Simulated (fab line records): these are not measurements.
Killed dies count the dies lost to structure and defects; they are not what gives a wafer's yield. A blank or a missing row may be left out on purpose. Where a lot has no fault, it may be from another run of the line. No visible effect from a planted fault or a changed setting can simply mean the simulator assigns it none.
Which tool did it? | flow gf180mcu | Sampling: 6 lots, 18 wafers, 4 of 602 route steps

WHAT THE GAUGES READ, wafer by wafer
GF_HV_LDD_TW_MEAS_23.
lot  | measured     | on            | HV_LDD_2_TW
L623 | day 12 10:07 | film metro-01 | 1043 1046 1047
L625 | day 12 22:11 | film metro-03 | 1146 1147 1148 1147 1147 1143
L627 | day 13 14:32 | film metro-04 | 1125 1126 1131 1131 1131 1128
L636 | day 16 11:23 | film metro-01 | 1050 1046 1048
L638 | day 17 11:41 | film metro-03 | 1077 1078 1074
L641 | day 18 02:19 | film metro-04 | 1051 1045 1046

WHICH TOOL RAN EACH LOT (tool, then ch and the chambers of the sampled wafers, then the start)
lot  | GF_VT_IMPLANT_STRIP_09               | GF_POLY_GATE_ETCH_12               | GF_HV_LDD_IMPLANT_21
L623 | plasma asher-02 ch 0,1, day 7 00:09  | rie diel-02 ch 0,1,3, day 10 17:39 | implanter-01 ch 0, day 12 09:53
L625 | plasma asher-02 ch 0,1, day 7 10:52  | rie diel-02 ch 0,1,2, day 11 05:17 | implanter-01 ch 0, day 12 21:56
L627 | plasma asher-01 ch 1, day 7 22:25    | rie diel-02 ch 0,2, day 11 19:47   | implanter-01 ch 0, day 13 14:18
L636 | plasma asher-04 ch 0,1, day 10 03:49 | rie diel-04 ch 0,1,3, day 14 10:38 | implanter-03 ch 0, day 16 11:08
L638 | plasma asher-01 ch 0,1, day 10 20:22 | rie diel-02 ch 1,2, day 15 10:05   | implanter-03 ch 0, day 17 11:26
L641 | plasma asher-01 ch 0,1, day 11 11:31 | rie diel-03 ch 0,1,2, day 16 00:11 | implanter-01 ch 0, day 18 02:02
- GF_VT_IMPLANT_STRIP_09: strips in O2/N2.
- GF_POLY_GATE_ETCH_12: etches BARC in N2/H2.
- GF_HV_LDD_IMPLANT_21

THE ANSWER, worked out from the rows above alone
Rule: the usual values come from the lots themselves. The widest of any qualifying gaps counts: lots, ordered by their means at a reading, are off when they make up no more than a third of the lots, leave a main group of 4 or more, and stand apart from it by 3 or more times the standard deviation of that group's means. A main group is skipped when, at the precision printed for the reading in the tables above, its means are all equal. A lot without any number at a reading at which 4 lots or more have one is off too. The other lots that the step has rows for count as sound.
Off: L625, L627, seen at GF_HV_LDD_TW_MEAS_23 (HV_LDD_2_TW). Main group: mean 1054, sd 13.
If a tool, at a process step before that reading, ran all the lots that are off and no sound lot after the first of them, it fits. The gauges at GF_HV_LDD_TW_MEAS_23 are tried like those tools. Of those tried, none fits.

WHAT WAS PUT IN BY THE SIMULATOR
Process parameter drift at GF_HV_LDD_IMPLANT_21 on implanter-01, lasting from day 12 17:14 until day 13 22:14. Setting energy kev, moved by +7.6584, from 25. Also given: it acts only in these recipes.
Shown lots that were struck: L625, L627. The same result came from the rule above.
